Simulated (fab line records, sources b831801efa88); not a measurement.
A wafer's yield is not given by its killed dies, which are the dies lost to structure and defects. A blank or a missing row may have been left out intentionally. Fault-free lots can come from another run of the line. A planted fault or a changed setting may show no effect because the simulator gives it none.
A sampling plan put to the test	flow sky130	each of the 19 faults these records tell of, on one fab line, judged from the records of the lots it struck
The plan is the line's own looks: the steps of the route at which a gauge or an inspection reads the wafer and doesn't change it. A look can be judged if struck wafers have a number there and the file gives its usual mean and standard deviation on fault-free wafers. Caught: the struck wafers' mean, at a look after the fault's first step, is 4 or more of those standard deviations (sigma) away from the usual mean. On the tool: the same test on the tool's own readings at the fault's steps. If the struck wafers alone have a blank record, or they carry another recipe, that too counts as caught.

THE FAULTS, as the simulator had put them in
1. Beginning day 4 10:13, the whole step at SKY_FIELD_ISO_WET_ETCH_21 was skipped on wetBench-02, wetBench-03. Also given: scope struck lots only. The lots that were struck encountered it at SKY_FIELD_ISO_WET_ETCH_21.
2. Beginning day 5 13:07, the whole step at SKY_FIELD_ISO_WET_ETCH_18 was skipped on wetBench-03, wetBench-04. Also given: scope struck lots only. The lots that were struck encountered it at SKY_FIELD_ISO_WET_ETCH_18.
3. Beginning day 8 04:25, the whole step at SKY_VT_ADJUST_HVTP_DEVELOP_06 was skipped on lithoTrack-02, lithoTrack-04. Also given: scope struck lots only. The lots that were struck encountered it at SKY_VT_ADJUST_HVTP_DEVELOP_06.
4. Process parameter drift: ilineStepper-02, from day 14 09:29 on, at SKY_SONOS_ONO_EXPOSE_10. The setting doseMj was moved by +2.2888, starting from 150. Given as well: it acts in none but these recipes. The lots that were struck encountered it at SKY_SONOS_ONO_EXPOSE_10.
5. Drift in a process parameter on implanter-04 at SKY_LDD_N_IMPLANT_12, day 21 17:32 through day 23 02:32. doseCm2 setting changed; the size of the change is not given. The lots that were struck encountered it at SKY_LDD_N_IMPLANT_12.
6. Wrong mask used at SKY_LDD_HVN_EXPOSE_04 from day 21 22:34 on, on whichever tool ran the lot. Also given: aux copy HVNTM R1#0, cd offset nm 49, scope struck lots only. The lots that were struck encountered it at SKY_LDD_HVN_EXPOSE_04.
7. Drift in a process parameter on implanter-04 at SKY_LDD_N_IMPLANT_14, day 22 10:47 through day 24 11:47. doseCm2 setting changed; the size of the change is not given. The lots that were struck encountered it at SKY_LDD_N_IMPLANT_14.
8. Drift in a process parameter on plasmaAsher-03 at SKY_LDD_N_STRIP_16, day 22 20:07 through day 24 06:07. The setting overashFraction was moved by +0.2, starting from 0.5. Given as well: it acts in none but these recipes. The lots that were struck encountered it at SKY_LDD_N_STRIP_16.
9. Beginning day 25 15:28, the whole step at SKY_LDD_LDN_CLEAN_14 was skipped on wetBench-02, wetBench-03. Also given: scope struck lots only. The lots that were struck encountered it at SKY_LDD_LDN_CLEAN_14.
10. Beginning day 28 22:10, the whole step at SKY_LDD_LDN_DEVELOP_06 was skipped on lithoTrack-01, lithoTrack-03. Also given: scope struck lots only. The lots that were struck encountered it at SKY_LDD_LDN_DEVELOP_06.
11. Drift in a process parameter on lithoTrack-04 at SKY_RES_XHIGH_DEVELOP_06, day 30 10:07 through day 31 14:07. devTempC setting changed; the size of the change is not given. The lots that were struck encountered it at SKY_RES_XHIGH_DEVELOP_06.
12. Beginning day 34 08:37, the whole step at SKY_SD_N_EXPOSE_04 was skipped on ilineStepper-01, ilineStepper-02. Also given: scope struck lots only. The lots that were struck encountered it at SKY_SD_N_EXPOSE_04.
13. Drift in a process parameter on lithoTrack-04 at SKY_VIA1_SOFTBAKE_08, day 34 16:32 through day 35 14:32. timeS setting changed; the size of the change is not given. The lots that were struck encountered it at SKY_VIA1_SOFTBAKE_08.
14. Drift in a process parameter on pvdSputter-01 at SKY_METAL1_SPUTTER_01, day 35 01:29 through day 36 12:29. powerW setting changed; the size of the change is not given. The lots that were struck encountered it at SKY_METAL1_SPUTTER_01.
15. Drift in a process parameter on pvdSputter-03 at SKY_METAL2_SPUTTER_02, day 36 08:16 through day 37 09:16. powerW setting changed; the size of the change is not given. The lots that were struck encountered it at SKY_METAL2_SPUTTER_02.
16. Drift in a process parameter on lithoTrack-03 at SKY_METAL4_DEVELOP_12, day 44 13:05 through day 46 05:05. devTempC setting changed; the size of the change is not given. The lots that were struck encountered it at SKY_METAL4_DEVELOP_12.
17. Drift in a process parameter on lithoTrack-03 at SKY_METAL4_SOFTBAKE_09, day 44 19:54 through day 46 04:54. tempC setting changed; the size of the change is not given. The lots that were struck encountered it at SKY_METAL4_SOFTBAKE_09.
18. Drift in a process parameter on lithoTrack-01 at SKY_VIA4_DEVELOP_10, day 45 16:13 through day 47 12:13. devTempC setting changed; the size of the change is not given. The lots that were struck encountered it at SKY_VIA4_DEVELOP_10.
19. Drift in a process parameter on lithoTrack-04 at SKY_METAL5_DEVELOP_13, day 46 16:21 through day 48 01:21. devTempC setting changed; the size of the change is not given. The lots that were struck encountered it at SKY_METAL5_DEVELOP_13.

WHAT THE PLAN SAW
fault	on the tool itself	first look that catches it	reading, sigma	median hours from its first step to that look	hours from the fault's start to the first struck lot there	judged looks passed uncaught
1	the tool's record is blank for the struck wafers	none of the 3 looks that can be judged after it	-	-	-	3
2	the tool's record is blank for the struck wafers	no look after it can be judged	-	-	-	0
3	the tool's record is blank for the struck wafers	none of the 3 looks that can be judged after it	-	-	-	3
4	exposureDoseMJCm2 +13 sigma	not the one look that can be judged after it	-	-	-	1
5	doseIonsCm2 +99 or beyond sigma	not the one look that can be judged after it	-	-	-	1
6	under 2 sigma	no look after it can be judged	-	-	-	0
7	doseIonsCm2 +99 or beyond sigma	none of the 2 looks that can be judged after it	-	-	-	2
8	under 2 sigma	not the one look that can be judged after it	-	-	-	1
9	the tool's record is blank for the struck wafers	no look after it can be judged	-	-	-	0
10	the tool's record is blank for the struck wafers	none of the 2 looks that can be judged after it	-	-	-	2
11	developerTempC +9.3 sigma	not the one look that can be judged after it	-	-	-	1
12	no reading that can be judged	no look after it can be judged	-	-	-	0
13	runLengthS +16 sigma	not the one look that can be judged after it	-	-	-	1
14	cathodeDcPowerW +99 or beyond sigma	none of the 2 looks that can be judged after it	-	-	-	2
15	cathodeDcPowerW -99 or beyond sigma	no look after it can be judged	-	-	-	0
16	developerTempC -8.4 sigma	not the one look that can be judged after it	-	-	-	1
17	plateTempC +6.2 sigma	no look after it can be judged	-	-	-	0
18	developerTempC +23 sigma	not the one look that can be judged after it	-	-	-	1
19	developerTempC -9.3 sigma	no look after it can be judged	-	-	-	0
A dash: this means the fault isn't caught or the number doesn't appear in these records.

Caught at a look: 0 of 19. Caught on the tool: 16 of 19. By one or the other: 16 of 19.
Caught on the tool alone: faults 1, 2, 3, 4, 5, 7, 9, 10, 11, 13, 14, 15, 16, 17, 18, 19.
Caught by neither: faults 6, 8, 12.
